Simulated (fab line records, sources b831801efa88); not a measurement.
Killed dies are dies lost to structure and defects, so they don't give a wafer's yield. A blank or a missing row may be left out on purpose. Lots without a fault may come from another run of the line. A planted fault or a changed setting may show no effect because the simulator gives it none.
Problem report in the 8D (eight disciplines) form, filled by code | flow sky130 | the parts of the form that need people (team, actions taken, sign-off) are left out

1. THE PROBLEM
run_length_s at SKY_VIA2_SOFTBAKE_08 reads a mean of 62.57 s on 1 wafer of 1 lot; wafers without a fault read 119.15 s with a standard deviation of 0.19. That is -99 or more standard deviations from the usual mean.
The step: time 90 s.
First seen on wafer L867.4, day 41 09:00, on litho_track-01. The record holds 38 wafers of 13 lots with a number at this step. Rule for "out", or "out of limits": more than 4 standard deviations from the usual mean. The other wafers with a number count as sound.

2. WHAT IT IS AND WHAT IT IS NOT
question                    | is                                 | is not
which readings at this step | run_length_s, heater_power_total_W | chill_plate_temp_C
which lots                  | L867                               | L849, L851, L852, L853, L854, L855, L856, L857, L858, L861, L862, L863
which wafers of those lots  | L867.4                             | L867.2
read on which tools         | litho_track-01                     | litho_track-02, litho_track-03
when                        | from day 41 09:00                  | up to then (37 sound wafers)

3. SUSPECTS, AND WHAT RULES EACH OUT
Counting: a tool at a process step up to the reading stays a suspect if it ran every lot that is out. Sound lots after the first of them don't rule it out here, since some wafers of a struck lot are sound.
- pvd_sputter-03 at SKY_METAL2_SPUTTER_01 (material TiN, target thk 20 nm, time 16.7 s): kept. It ran the lot that is out, L867 (day 39 19:05); its last sound lot up to then is L858 (day 36 21:28).
- litho_track-01 at SKY_VIA2_SOFTBAKE_08 (time 90 s): kept. It ran the lot that is out, L867 (day 41 09:00); its last sound lot up to then is L862 (day 39 20:00). Its own readings are out on those wafers: heater_power_total_W, run_length_s.
Left after counting: pvd_sputter-03 at SKY_METAL2_SPUTTER_01, litho_track-01 at SKY_VIA2_SOFTBAKE_08.

4. THE CAUSE (what the simulator had put in)
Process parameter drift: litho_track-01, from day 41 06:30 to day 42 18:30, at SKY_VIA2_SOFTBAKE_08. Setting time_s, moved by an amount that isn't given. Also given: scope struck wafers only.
Counting left 2 suspects, and this tool is among them.

5. THE CHAIN OF EFFECTS, in route order
Each row: a reading whose mean over the struck wafers that have a number lies more than 3 standard deviations from the usual. Only readings for which the record gives a usual standard deviation are gone through. hours: the time from each lot's start at the first step in this table that gives one to its start at this step, as a median over the lots. sigmas: the change in usual standard deviations.
hours | step                 | reading              | usual    | on struck wafers | change | sigmas
0     | SKY_VIA2_SOFTBAKE_08 | heater_power_total_W | 57.36 W  | 79.86            | +22.50 | +99 or more
0     | SKY_VIA2_SOFTBAKE_08 | run_length_s         | 119.15 s | 62.57            | -56.58 | -99 or more
The process steps in it:
- SKY_VIA2_SOFTBAKE_08: time 90 s.
Later measuring or inspecting steps at which every struck wafer that the step has a row for has a number for every such reading, and none has moved that far: SKY_VIA2_OVL_MEAS_13.

6. WHAT WOULD HAVE CAUGHT IT SOONER
In this record the first reading out of limits was taken at day 41 09:00, 2 hours after the fault began at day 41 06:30.
